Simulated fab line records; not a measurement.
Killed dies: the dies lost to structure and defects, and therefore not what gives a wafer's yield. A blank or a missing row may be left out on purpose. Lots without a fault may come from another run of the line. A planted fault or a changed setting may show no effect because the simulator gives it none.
The tool behind it: which one? ; flow sky130 ; Sampling: 14 lots, 42 wafers, 3 of 708 route steps

WHAT THE GAUGES READ, wafer by wafer
SKY_SONOS_TUNNEL_CD_MEAS_07 targets a cd of 410 nm. Usual: 410.4 nm for cdNm, sd 2.2.
lot;measured;on;cdNm (nm);flag
L993;day 11 07:23;cdSem-02;410.5 410.0 412.9;
L994;day 11 17:56;cdSem-01;409.3 409.6 408.4;
L995;day 11 20:44;cdSem-02;405.5 409.5 408.4;
L996;day 12 09:20;cdSem-02;407.7 407.1 404.5;
L999;day 13 04:42;cdSem-01;412.4 410.4 410.8;
L101;day 14 03:56;cdSem-01;407.8 406.4 408.8;
L102;day 14 11:44;cdSem-02;409.7 408.4 410.4;
L103;day 14 14:04;cdSem-01;413.7 413.4 411.7;
L108;day 16 11:05;cdSem-01;409.9 411.0 408.0;
L109;day 16 16:53;cdSem-02;415.3 411.9 414.3;
L110;day 17 01:14;cdSem-01;410.1 408.2 409.0;
L114;day 18 08:27;cdSem-02;408.9 410.3 410.7;
L115;day 18 12:58;cdSem-01;411.9 412.6 411.8;
L116;day 18 23:55;cdSem-02;414.8 414.6 413.4;

WHICH TOOL RAN EACH LOT (tool, then ch and the chambers of the sampled wafers, then the start)
lot;SKY_VT_ADJUST_HVTR_EXPOSE_04;SKY_VT_ADJUST_PCH_STRIP_09
L993;ilineStepper-02 ch 0, day 8 23:26;plasmaAsher-01 ch 0,1, day 10 08:26
L994;ilineStepper-01 ch 0, day 9 09:02;plasmaAsher-01 ch 0,1, day 10 18:57
L995;ilineStepper-01 ch 0, day 9 11:13;plasmaAsher-03 ch 0,1, day 10 21:01
L996;ilineStepper-01 ch 0, day 9 21:55;plasmaAsher-01 ch 0,1, day 11 08:34
L999;ilineStepper-02 ch 0, day 10 17:02;plasmaAsher-02 ch 0,1, day 12 04:08
L101;ilineStepper-01 ch 0, day 11 12:40;plasmaAsher-01 ch 0,1, day 13 01:42
L102;ilineStepper-01 ch 0, day 11 19:46;plasmaAsher-03 ch 0,1, day 13 09:44
L103;ilineStepper-01 ch 0, day 11 21:22;plasmaAsher-01 ch 0,1, day 13 11:22
L108;ilineStepper-01 ch 0, day 13 15:01;plasmaAsher-02 ch 0,1, day 15 07:20
L109;ilineStepper-01, day 13 20:10;plasmaAsher-01 ch 0,1, day 15 12:52
L110;ilineStepper-02, day 14 03:02;plasmaAsher-03 ch 0,1, day 15 20:48
L114;ilineStepper-02 ch 0, day 15 08:29;plasmaAsher-03 ch 0,1, day 17 02:48
L115;ilineStepper-01 ch 0, day 15 13:31;plasmaAsher-03 ch 0,1, day 17 07:52
L116;ilineStepper-02 ch 0, day 16 00:24;plasmaAsher-03 ch 0,1, day 17 19:01
- SKY_VT_ADJUST_HVTR_EXPOSE_04: exposes mask HVTRM, target cd 380 nm.
- SKY_VT_ADJUST_PCH_STRIP_09: strips in O2/N2.

AS READ BY THE TOOLS THEMSELVES (means over the sampled wafers that have a number; for cases with no such wafer, the mark the record gives instead)
SKY_VT_ADJUST_HVTR_EXPOSE_04. Usual: exposureDoseMJCm2 149.96, standard deviation 0.15; focusOffsetNm 0.0 nm, standard deviation 0.58.
lot;tool;exposureDoseMJCm2;focusOffsetNm (nm);flag
L993;ilineStepper-02;149.79;0.0;
L994;ilineStepper-01;149.86;-1.0;
L995;ilineStepper-01;149.93;0.4;
L996;ilineStepper-01;149.88;0.2;
L999;ilineStepper-02;149.93;-0.2;
L101;ilineStepper-01;150.00;0.1;
L102;ilineStepper-01;150.09;0.9;
L103;ilineStepper-01;149.86;0.5;
L108;ilineStepper-01;150.05;0.3;
L109;ilineStepper-01;-;-;OFF
L110;ilineStepper-02;-;-;OFF
L114;ilineStepper-02;150.07;-0.7;
L115;ilineStepper-01;149.96;0.0;
L116;ilineStepper-02;149.97;0.3;

SKY_VT_ADJUST_PCH_STRIP_09. Usual: drypumpMotorCurrentA 5.7 A, standard deviation 0.33; oesProductAu 0.722 a.u., standard deviation 0.0045; stripTimeToEndpointS 36.85 s, standard deviation 0.1.
lot;tool;drypumpMotorCurrentA (A);oesProductAu (a.u.);stripTimeToEndpointS (s);flag
L993;plasmaAsher-01;5.6;0.722;36.81;
L994;plasmaAsher-01;5.6;0.723;36.82;
L995;plasmaAsher-03;5.9;0.720;36.81;
L996;plasmaAsher-01;5.6;0.724;36.92;
L999;plasmaAsher-02;5.7;0.721;36.70;
L101;plasmaAsher-01;5.4;0.724;36.70;
L102;plasmaAsher-03;5.8;0.719;36.87;
L103;plasmaAsher-01;5.6;0.721;36.94;
L108;plasmaAsher-02;5.7;0.724;36.77;
L109;plasmaAsher-01;5.6;0.724;36.83;
L110;plasmaAsher-03;5.8;0.726;36.85;
L114;plasmaAsher-03;5.7;0.722;36.89;
L115;plasmaAsher-03;5.7;0.724;36.85;
L116;plasmaAsher-03;5.7;0.725;36.74;

THE ANSWER, worked out from the rows above alone
Rule: a lot counts as off when the mean over its wafers that have a number is more than 3 standard deviations away from the usual mean. Also off: a lot with no number at a reading for which 4 or more lots have one. Any other lot the step has rows for is counted as sound. After the gauges, taken in route order, come the tools' own readings; for these a lot's mean is taken, as printed above. The first step at which some lot is off is used, and at that step the reading that is off furthest; a lot without a number counts as furthest.
Off at SKY_VT_ADJUST_HVTR_EXPOSE_04 (exposureDoseMJCm2): L109, L110. Without a number there: L109, L110.
If a tool, at that step or one of the process steps before it, ran each lot that is off and ran no sound lot following the first of them, it fits. Of those tried, none fits.

WHAT WAS PUT IN BY THE SIMULATOR
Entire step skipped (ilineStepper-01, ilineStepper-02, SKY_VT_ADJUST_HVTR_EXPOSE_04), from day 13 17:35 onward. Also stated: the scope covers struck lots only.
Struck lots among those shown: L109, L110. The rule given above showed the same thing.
